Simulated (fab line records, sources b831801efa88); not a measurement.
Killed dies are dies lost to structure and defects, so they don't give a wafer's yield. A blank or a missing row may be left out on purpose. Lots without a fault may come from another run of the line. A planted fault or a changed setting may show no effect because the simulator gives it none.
Which tool did it? | flow sky130 | 24 lots, 72 wafers sampled, at 4 steps of a route of 708

WHAT THE GAUGES READ, wafer by wafer
SKY_FIELD_ISO_THK_MEAS_02. Usual: FIELD_ISO_OXIDATION_00_THK 12.62 nm, standard deviation 0.26.
lot  | measured    | on            | FIELD_ISO_OXIDATION_00_THK (nm) | flag
L074 | day 1 11:38 | film_metro-01 | 12.76 12.49 12.73               |
L075 | day 1 16:38 | film_metro-02 | 12.71 12.85 12.85               |
L076 | day 1 22:49 | film_metro-02 | 12.27 12.36 12.19               |
L077 | day 2 03:49 | film_metro-02 | 12.79 12.59 12.66               |
L078 | day 2 09:13 | film_metro-02 | 12.78 12.80 12.72               |
L079 | day 2 15:01 | film_metro-04 | 12.13 12.13 12.32               |
L080 | day 2 19:40 | film_metro-02 | 12.30 12.40 12.33               |
L081 | day 2 22:39 | film_metro-01 | 12.27 12.39 12.21               |
L082 | day 3 03:38 | film_metro-01 | 13.00 13.14 12.97               |
L083 | day 3 10:47 | film_metro-04 | 13.06 12.87 13.02               |
L084 | day 3 17:46 | film_metro-01 | 13.06 12.96 13.05               |
L085 | day 3 22:21 | film_metro-02 | 12.35 12.27 12.28               |
L086 | day 4 02:27 | film_metro-04 | 12.63 12.69 12.59               |
L087 | day 4 06:31 | film_metro-01 | 12.66 12.82 12.47               |
L088 | day 4 09:38 | film_metro-04 | 12.39 12.48 12.37               |
L089 | day 4 14:46 | film_metro-01 | 12.41 12.56 12.44               |
L090 | day 4 20:57 | film_metro-04 | 12.64 12.60 12.70               |
L091 | day 5 04:00 | film_metro-02 | 12.53 12.56 12.40               |
L092 | day 5 10:50 | film_metro-01 | 12.67 12.89 12.76               |
L093 | day 5 10:51 | film_metro-02 | 12.85 12.66 12.64               |
L094 | day 5 17:38 | film_metro-02 | 12.84 12.91 12.77               |
L095 | day 5 23:23 | film_metro-01 | 12.28 12.33 12.33               |
L096 | day 6 03:27 | film_metro-01 | 13.18 13.05 13.14               |
L097 | day 6 07:10 | film_metro-02 | 12.48 12.36 12.31               |

SKY_NWELL_TW_MEAS_26. Usual: NWELL_2_TW 501, standard deviation 4.1.
lot  | measured     | on            | NWELL_2_TW  | flag
L074 | day 5 08:24  | film_metro-03 | 493 493 492 |
L075 | day 5 15:58  | film_metro-03 | 493 492 496 |
L076 | day 5 19:13  | film_metro-01 | 501 502 501 |
L077 | day 6 00:06  | film_metro-03 | 495 495 494 |
L078 | day 6 09:33  | film_metro-04 | 502 502 499 |
L079 | day 7 01:51  | film_metro-01 | 504 510 504 |
L080 | day 7 05:44  | film_metro-04 | 498 498 501 |
L081 | day 7 05:23  | film_metro-03 | 498 493 498 |
L082 | day 7 08:15  | film_metro-03 | 499 497 500 |
L083 | day 7 13:46  | film_metro-01 | 506 505 504 |
L084 | day 7 21:22  | film_metro-01 | 503 503 503 |
L085 | day 8 10:00  | film_metro-04 | 502 503 502 |
L086 | day 8 20:07  | film_metro-01 | 504 502 501 |
L087 | day 8 19:45  | film_metro-01 | 502 504 503 |
L088 | day 9 02:52  | film_metro-03 | 493 492 494 |
L089 | day 9 09:51  | film_metro-04 | 500 501 499 |
L090 | day 9 13:22  | film_metro-01 | 506 504 503 |
L091 | day 9 17:24  | film_metro-01 | 503 506 506 |
L092 | day 10 04:57 | film_metro-01 | 506 503 503 |
L093 | day 10 02:56 | film_metro-01 | 503 501 505 |
L094 | day 10 10:31 | film_metro-01 | 503 504 504 |
L095 | day 10 17:31 | film_metro-01 | 498 504 498 |
L096 | day 10 20:40 | film_metro-01 | 503 501 504 |
L097 | day 11 02:49 | film_metro-01 | 502 501 502 |

SKY_VT_ADJUST_LVTN_OVL_MEAS_18. Usual: VT_ADJUST_LVTN_01_OVL 0.5 nm, standard deviation 1.4.
lot  | measured     | on         | VT_ADJUST_LVTN_01_OVL (nm) | flag
L074 | day 7 17:25  | overlay-01 | 0.9 -0.1 -0.5              |
L075 | day 8 01:16  | overlay-02 | -1.8 -1.3 -2.4             |
L076 | day 8 06:13  | overlay-01 | -0.4 1.4 0.0               |
L077 | day 8 10:55  | overlay-01 | 1.8 0.7 3.5                |
L078 | day 8 21:31  | overlay-01 | 1.1 1.1 1.1                |
L079 | day 9 15:57  | overlay-02 | 0.9 1.0 0.1                |
L080 | day 9 21:31  | overlay-02 | 2.7 0.6 1.9                |
L081 | day 9 21:13  | overlay-02 | 0.6 -0.8 1.1               |
L082 | day 10 00:03 | overlay-02 | 1.1 3.4 1.5                |
L083 | day 10 06:58 | overlay-02 | -0.2 0.7 0.4               |
L084 | day 10 15:13 | overlay-01 | -1.1 0.4 -0.1              |
L085 | day 11 05:01 | overlay-01 | 0.3 0.3 -0.9               |
L086 | day 11 15:34 | overlay-01 | -1.3 -0.3 -1.0             |
L087 | day 11 14:36 | overlay-02 | -0.3 -0.6 -1.5             |
L088 | day 11 22:43 | overlay-01 | 0.4 -1.4 -0.4              |
L089 | day 12 07:07 | overlay-02 | 0.0 0.5 -2.0               |
L090 | day 12 11:10 | overlay-02 | -2.0 1.8 -1.3              |
L091 | day 12 16:39 | overlay-02 | 1.6 1.9 0.5                |
L092 | day 13 04:51 | overlay-01 | 1.6 0.5 3.4                |
L093 | day 13 02:46 | overlay-01 | 2.0 2.6 2.0                |
L094 | day 13 10:55 | overlay-02 | 0.2 1.2 -0.1               |
L095 | day 13 19:46 | overlay-01 | 0.9 1.1 -1.9               |
L096 | day 13 22:47 | overlay-01 | 2.1 0.7 3.2                |
L097 | day 14 05:25 | overlay-01 | -0.5 0.1 0.6               |

WHICH TOOL RAN EACH LOT (tool, then ch and the chambers of the sampled wafers, then the start)
lot  | SKY_FIELD_ISO_ETCH_17
L074 | rie_si-01 ch 0,1,3, day 2 05:14
L075 | rie_si-01 ch 1,3, day 2 10:20
L076 | rie_si-02 ch 0,3, day 2 14:53
L077 | rie_si-01 ch 0,2,3, day 2 20:59
L078 | rie_si-01 ch 0,1,3, day 3 01:55
L079 | rie_si-02 ch 0,1,3, day 3 09:55
L080 | rie_si-01 ch 0,1,2, day 3 13:49
L081 | rie_si-02 ch 0,1,2, day 3 17:01
L082 | rie_si-01 ch 1,2,3, day 3 21:20
L083 | rie_si-02 ch 1,3, day 4 04:53
L084 | rie_si-02 ch 0,3, day 4 12:31
L085 | rie_si-01 ch 0,1,3, day 4 17:47
L086 | rie_si-02 ch 1,2,3, day 4 21:37
L087 | rie_si-01 ch 1,2,3, day 5 01:25
L088 | rie_si-01 ch 0,1, day 5 06:38
L089 | rie_si-02 ch 0,1,2, day 5 10:28
L090 | rie_si-02 ch 1,2,3, day 5 16:35
L091 | rie_si-02 ch 0,1,2, day 5 23:34
L092 | rie_si-01 ch 2,3, day 6 07:22
L093 | rie_si-02 ch 0,3, day 6 07:02
L094 | rie_si-01 ch 0,2,3, day 6 14:13
L095 | rie_si-01 ch 0,1,3, day 6 20:32
L096 | rie_si-02 ch 0,1,2, day 7 00:32
L097 | rie_si-02 ch 0,1,3, day 7 04:14
- SKY_FIELD_ISO_ETCH_17: etches Si in HBr/Cl2/O2, target depth 342 nm, time 97.7 s.

WHAT THE TOOLS THEMSELVES READ (means of the sampled wafers that have a number; where no wafer has one, the mark that the record gives instead)
SKY_FIELD_ISO_ETCH_17. Usual: drypump_motor_current_A 5.7 A, standard deviation 0.57; oes_product_au 1.004 a.u., standard deviation 0.0088; throttle_valve_pct 25.653 %, standard deviation 0.0097.
lot  | tool      | drypump_motor_current_A (A) | oes_product_au (a.u.) | throttle_valve_pct (%) | flag
L074 | rie_si-01 | 6.0                         | 1.000                 | 25.658                 |
L075 | rie_si-01 | 5.8                         | 1.004                 | 25.658                 |
L076 | rie_si-02 | 5.7                         | 1.018                 | 25.641                 |
L077 | rie_si-01 | 6.3                         | 0.998                 | 25.667                 |
L078 | rie_si-01 | 5.9                         | 0.998                 | 25.647                 |
L079 | rie_si-02 | 5.3                         | 1.004                 | 25.655                 |
L080 | rie_si-01 | 6.1                         | 1.001                 | 25.657                 |
L081 | rie_si-02 | 5.2                         | 1.007                 | 25.654                 |
L082 | rie_si-01 | 6.0                         | 1.010                 | 25.655                 |
L083 | rie_si-02 | 5.4                         | 1.003                 | 25.644                 |
L084 | rie_si-02 | 5.7                         | 1.004                 | 25.653                 |
L085 | rie_si-01 | 6.0                         | 1.012                 | 25.646                 |
L086 | rie_si-02 | 5.2                         | 1.005                 | 25.650                 |
L087 | rie_si-01 | 6.0                         | 1.006                 | 25.640                 |
L088 | rie_si-01 | 6.1                         | 1.011                 | 25.649                 |
L089 | rie_si-02 | 5.2                         | 1.007                 | 25.656                 |
L090 | rie_si-02 | 5.2                         | 1.006                 | 25.651                 |
L091 | rie_si-02 | 5.2                         | 1.001                 | 25.647                 |
L092 | rie_si-01 | 6.2                         | 1.001                 | 25.652                 |
L093 | rie_si-02 | 5.7                         | 1.000                 | 25.663                 |
L094 | rie_si-01 | 6.3                         | 0.995                 | 25.656                 |
L095 | rie_si-01 | 6.0                         | 1.005                 | 25.658                 |
L096 | rie_si-02 | 5.2                         | 1.001                 | 25.652                 |
L097 | rie_si-02 | 5.4                         | 1.003                 | 25.658                 |

THE ANSWER, worked out from the rows above alone
Rule: a lot is off if the mean of its wafers that have a number lies more than 3 standard deviations from the usual mean. A lot without any number at a reading at which 4 lots or more have one is off too. The other lots that the step has rows for count as sound. The gauges are gone through in route order, then the tools' own readings, and for those a lot's mean is taken as printed above. The first step at which some lot is off is used, and at that step the reading that is off furthest; a lot without a number counts as furthest.
No lot is off at any reading shown: from this, nothing can be told.

WHAT THE SIMULATOR HAD PUT IN
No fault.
